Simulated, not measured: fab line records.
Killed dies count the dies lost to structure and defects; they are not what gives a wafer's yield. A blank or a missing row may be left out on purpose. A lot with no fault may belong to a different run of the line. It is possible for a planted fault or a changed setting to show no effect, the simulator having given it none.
The tool behind it: which one? | flow sky130 | 12 lots with 34 wafers sampled at 4 steps, on a route of 708 steps

WHAT THE GAUGES READ, wafer by wafer
SKY_DNWELL_TW_MEAS_09.
lot  | measured    | on            | DNWELL_TW
L418 | day 3 05:47 | film metro-03 | 1106 1109 1111
L419 | day 3 12:05 | film metro-01 | 1104 1106 1103
L421 | day 4 05:12 | film metro-03 | 1109 1110 1110
L422 | day 4 11:35 | film metro-03 | 1111 1110 1116
L425 | day 5 00:20 | film metro-02 | 1111 1106 1114
L426 | day 5 00:01 | film metro-03 | 1116 1117 1122
L427 | day 5 09:33 | film metro-01 | 1113 1110 1114
L429 | day 5 17:31 | film metro-01 | 1109 1110
L430 | day 5 20:05 | film metro-01 | 1107 1108 1101
L433 | day 6 10:40 | film metro-03 | 1110 1116
L438 | day 7 18:26 | film metro-02 | 1121 1119 1125
L440 | day 8 01:50 | film metro-02 | 1126 1119 1121

SKY_SD_N_CD_MEAS_07: the cd target is 380 nm.
lot  | measured     | on        | cd nm (nm)
L418 | day 27 15:16 | cd sem-01 | 377.6 376.6 376.5
L419 | day 28 06:52 | cd sem-01 | 377.4 379.9 380.4
L421 | day 30 02:57 | cd sem-02 | 381.5 380.7 382.5
L422 | day 30 00:38 | cd sem-01 | 377.4 379.6 381.9
L425 | day 30 16:50 | cd sem-01 | 378.9 379.6 377.2
L426 | day 30 23:13 | cd sem-01 | 380.1 382.0 381.9
L427 | day 31 03:34 | cd sem-01 | 377.9 378.9 380.1
L429 | day 31 21:41 | cd sem-01 | 431.6 432.1
L430 | day 31 21:38 | cd sem-02 | 379.3 379.9 379.9
L433 | day 32 09:01 | cd sem-01 | 383.1 432.0
L438 | day 34 15:49 | cd sem-01 | 384.4 381.7 383.9
L440 | day 34 16:13 | cd sem-02 | 378.2 380.6 379.1

WHICH TOOL RAN EACH LOT (tool, then ch and the chambers of the sampled wafers, then the start)
lot  | SKY_FIELD_ISO_CMP_27         | SKY_SD_N_COAT_02
L418 | cmp-02 ch 0,3, day 2 12:34   | litho track-01 ch 0, day 27 01:16
L419 | cmp-01 ch 0,3, day 2 15:36   | litho track-04 ch 0, day 27 15:55
L421 | cmp-02 ch 0,2, day 3 07:07   | litho track-04 ch 0, day 29 13:28
L422 | cmp-02 ch 0,1, day 3 15:26   | litho track-02 ch 0, day 29 10:57
L425 | cmp-01 ch 0,3, day 4 04:51   | litho track-04 ch 0, day 30 03:14
L426 | cmp-02 ch 0,1,3, day 4 04:51 | litho track-02 ch 0, day 30 08:13
L427 | cmp-01 ch 1,2,3, day 4 13:52 | litho track-02 ch 0, day 30 12:18
L429 | cmp-02 ch 0,1, day 4 21:20   | litho track-02 ch 0, day 31 07:58
L430 | cmp-01 ch 0,2,3, day 5 00:00 | litho track-01 ch 0, day 31 08:11
L433 | cmp-01 ch 2,3, day 5 13:47   | litho track-02 ch 0, day 31 19:16
L438 | cmp-01 ch 2,3, day 6 19:35   | litho track-04 ch 0, day 34 01:02
L440 | cmp-02 ch 0,2,3, day 7 06:37 | litho track-01 ch 0, day 34 01:39
- SKY_FIELD_ISO_CMP_27: polishes, stops on Si3N4, t overpolish 16 s, target thk 457.8 nm.
- SKY_SD_N_COAT_02: resist thk 1140 nm.

WHAT THE TOOLS THEMSELVES READ (means of the sampled wafers that have a number; where no wafer has one, the mark that the record gives instead)
SKY_FIELD_ISO_CMP_27.
lot  | tool   | motor current A (A) | overpolish run s (s) | slurry flow ml min | time to endpoint s (s)
L418 | cmp-02 | 10.7                | 16.007               | 150.0              | 120
L419 | cmp-01 | 13.1                | 15.993               | 149.9              | 113
L421 | cmp-02 | 11.3                | 16.000               | 149.6              | 122
L422 | cmp-02 | 10.1                | 16.004               | 150.2              | 119
L425 | cmp-01 | 11.9                | 15.996               | 150.2              | 109
L426 | cmp-02 | 10.4                | 15.998               | 150.1              | 114
L427 | cmp-01 | 12.5                | 16.010               | 150.2              | 105
L429 | cmp-02 | 9.9                 | 16.003               | 149.9              | 116
L430 | cmp-01 | 12.5                | 15.991               | 150.0              | 110
L433 | cmp-01 | 12.8                | 15.990               | 150.5              | 106
L438 | cmp-01 | 12.6                | 16.002               | 150.6              | 108
L440 | cmp-02 | 11.2                | 15.999               | 150.1              | 120

THE ANSWER, worked out from the rows above alone
Rule: the lots themselves supply what counts as usual. The widest of any qualifying gaps counts: lots, ordered by their means at a reading, are off when they make up no more than a third of the lots, leave a main group of 4 or more, and stand apart from it by 3 or more times the standard deviation of that group's means. If all means in a main group match to the digits the tables above print for the reading, that group is not used. A lot without any number at a reading at which 4 lots or more have one is off too. Any other lot the step has rows for is counted as sound. The gauges are gone through in route order, then the tools' own readings, and for those a lot's mean is taken as printed above. The first step at which some lot is off is used, and at that step the reading that is off furthest; a lot without a number counts as furthest.
Off at SKY_SD_N_CD_MEAS_07 (cd nm): L429, L433. The main group: mean 379.9 nm, standard deviation 1.7.
If a tool, at a process step before that reading, ran all the lots that are off and no sound lot after the first of them, it fits. Gauges at SKY_SD_N_CD_MEAS_07: tried the same way as those tools. One fits: litho track-02 at SKY_SD_N_COAT_02. Its last sound lot is L427 (day 30 12:18), its first lot that is off L429 (day 31 07:58): a fault that began between those two fits.

WHAT THE SIMULATOR HAD INSERTED
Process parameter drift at SKY_SD_N_COAT_02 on litho track-02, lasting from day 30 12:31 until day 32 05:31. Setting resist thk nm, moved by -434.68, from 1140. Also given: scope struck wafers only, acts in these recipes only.
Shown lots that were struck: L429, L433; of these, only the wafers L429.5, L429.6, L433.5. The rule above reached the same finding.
